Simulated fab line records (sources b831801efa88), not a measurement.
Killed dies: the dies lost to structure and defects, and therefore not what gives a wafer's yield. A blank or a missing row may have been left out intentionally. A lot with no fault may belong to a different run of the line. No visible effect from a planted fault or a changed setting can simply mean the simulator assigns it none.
Matching of chambers / flow sky130 / cmp-02 running SKY_VIA3_CMP_24: 4 sister chambers
The step polishes, stops on SiO2, t overpolish 20 s, target thk 0 nm. 22 wafers are shown with their chamber, then 11 later ones without.

WAFERS WITH THEIR CHAMBER
wafer=L074.2; chamber=3; motor-current-A (A)=12.1; time-to-endpoint-s (s)=87; slurry-filter-dp-kPa (kPa)=13.55
wafer=L074.3; chamber=0; motor-current-A (A)=10.8; time-to-endpoint-s (s)=86; slurry-filter-dp-kPa (kPa)=13.74
wafer=L074.5; chamber=2; motor-current-A (A)=10.9; time-to-endpoint-s (s)=90; slurry-filter-dp-kPa (kPa)=13.48
wafer=L076.1; chamber=2; motor-current-A (A)=11.1; time-to-endpoint-s (s)=94; slurry-filter-dp-kPa (kPa)=13.47
wafer=L076.2; chamber=0; motor-current-A (A)=10.4; time-to-endpoint-s (s)=88; slurry-filter-dp-kPa (kPa)=13.68
wafer=L076.3; chamber=3; motor-current-A (A)=12.1; time-to-endpoint-s (s)=84; slurry-filter-dp-kPa (kPa)=13.44
wafer=L080.2; chamber=3; motor-current-A (A)=12.4; time-to-endpoint-s (s)=91; slurry-filter-dp-kPa (kPa)=13.46
wafer=L080.3; chamber=1; motor-current-A (A)=9.6; time-to-endpoint-s (s)=90; slurry-filter-dp-kPa (kPa)=13.29
wafer=L080.4; chamber=0; motor-current-A (A)=10.0; time-to-endpoint-s (s)=86; slurry-filter-dp-kPa (kPa)=13.57
wafer=L079.1; chamber=0; motor-current-A (A)=10.4; time-to-endpoint-s (s)=88; slurry-filter-dp-kPa (kPa)=13.50
wafer=L079.3; chamber=2; motor-current-A (A)=11.4; time-to-endpoint-s (s)=95; slurry-filter-dp-kPa (kPa)=13.55
wafer=L079.5; chamber=0; motor-current-A (A)=10.0; time-to-endpoint-s (s)=86; slurry-filter-dp-kPa (kPa)=13.28
wafer=L083.1; chamber=1; motor-current-A (A)=9.8; time-to-endpoint-s (s)=93; slurry-filter-dp-kPa (kPa)=13.25
wafer=L083.4; chamber=0; motor-current-A (A)=9.8; time-to-endpoint-s (s)=91; slurry-filter-dp-kPa (kPa)=13.28
wafer=L083.5; chamber=0; motor-current-A (A)=10.6; time-to-endpoint-s (s)=87; slurry-filter-dp-kPa (kPa)=13.44
wafer=L087.1; chamber=0; motor-current-A (A)=10.5; time-to-endpoint-s (s)=88; slurry-filter-dp-kPa (kPa)=13.53
wafer=L087.4; chamber=3; motor-current-A (A)=12.0; time-to-endpoint-s (s)=87; slurry-filter-dp-kPa (kPa)=13.57
wafer=L087.6; chamber=0; motor-current-A (A)=11.0; time-to-endpoint-s (s)=86; slurry-filter-dp-kPa (kPa)=13.59
wafer=L085.2; chamber=1; motor-current-A (A)=9.6; time-to-endpoint-s (s)=88; slurry-filter-dp-kPa (kPa)=13.52
wafer=L085.3; chamber=0; motor-current-A (A)=10.1; time-to-endpoint-s (s)=90; slurry-filter-dp-kPa (kPa)=13.48
wafer=L085.4; chamber=3; motor-current-A (A)=12.4; time-to-endpoint-s (s)=88; slurry-filter-dp-kPa (kPa)=13.51
wafer=L091.1; chamber=0; motor-current-A (A)=10.5; time-to-endpoint-s (s)=93; slurry-filter-dp-kPa (kPa)=13.61

SIGNATURES, as means of the wafers listed above
reading=motor-current-A; chamber 0=10.373; chamber 1=9.667; chamber 2=11.133; chamber 3=12.200; scatter within a chamber=0.301
reading=time-to-endpoint-s; chamber 0=88.09; chamber 1=90.33; chamber 2=93.00; chamber 3=87.40; scatter within a chamber=2.44
reading=slurry-filter-dp-kPa; chamber 0=13.5182; chamber 1=13.3533; chamber 2=13.5000; chamber 3=13.5060; scatter within a chamber=0.123
Rule: for each reading, subtract the chamber's mean from the wafer's reading, divide by that reading's scatter and square the result; add these up over the readings and take the root, which gives the wafer's distance from the chamber. The wafer belongs to the nearest chamber; if the next one is less than 2 further off, it can't be placed. The scatter is the square root of a quotient: the sum, over the shown wafers, of each reading's squared deviation from its chamber's mean, divided by wafers minus chambers.

WAFERS WHOSE CHAMBER IS MISSING
wafer=L091.4; motor-current-A (A)=9.5; time-to-endpoint-s (s)=93; slurry-filter-dp-kPa (kPa)=13.31
wafer=L091.6; motor-current-A (A)=12.0; time-to-endpoint-s (s)=96; slurry-filter-dp-kPa (kPa)=13.62
wafer=L095.1; motor-current-A (A)=10.4; time-to-endpoint-s (s)=85; slurry-filter-dp-kPa (kPa)=13.43
wafer=L095.3; motor-current-A (A)=12.0; time-to-endpoint-s (s)=83; slurry-filter-dp-kPa (kPa)=13.17
wafer=L095.4; motor-current-A (A)=10.9; time-to-endpoint-s (s)=91; slurry-filter-dp-kPa (kPa)=13.58
wafer=L096.2; motor-current-A (A)=13.1; time-to-endpoint-s (s)=92; slurry-filter-dp-kPa (kPa)=13.31
wafer=L096.3; motor-current-A (A)=9.8; time-to-endpoint-s (s)=89; slurry-filter-dp-kPa (kPa)=13.44
wafer=L096.4; motor-current-A (A)=11.9; time-to-endpoint-s (s)=96; slurry-filter-dp-kPa (kPa)=13.19
wafer=L097.2; motor-current-A (A)=12.0; time-to-endpoint-s (s)=92; slurry-filter-dp-kPa (kPa)=13.47
wafer=L097.5; motor-current-A (A)=9.7; time-to-endpoint-s (s)=89; slurry-filter-dp-kPa (kPa)=13.36
wafer=L097.6; motor-current-A (A)=9.6; time-to-endpoint-s (s)=94; slurry-filter-dp-kPa (kPa)=13.45

EACH ONE'S CHAMBER
wafer=L091.4; from the rows above=1; in truth=1
wafer=L091.6; from the rows above=can't be placed: 2 or 3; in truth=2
wafer=L095.1; from the rows above=can't be placed: 0 or 1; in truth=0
wafer=L095.3; from the rows above=3; in truth=3
wafer=L095.4; from the rows above=can't be placed: 2 or 0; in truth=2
wafer=L096.2; from the rows above=3; in truth=3
wafer=L096.3; from the rows above=can't be placed: 1 or 0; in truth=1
wafer=L096.4; from the rows above=can't be placed: 2 or 3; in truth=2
wafer=L097.2; from the rows above=can't be placed: 3 or 2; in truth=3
wafer=L097.5; from the rows above=1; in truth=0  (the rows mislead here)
wafer=L097.6; from the rows above=can't be placed: 1 or 0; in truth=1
Correct placement for 3 of the 11. Unplaceable from these rows: 7, with the true chamber sitting among the candidates in 7. Placed wrongly: 1.
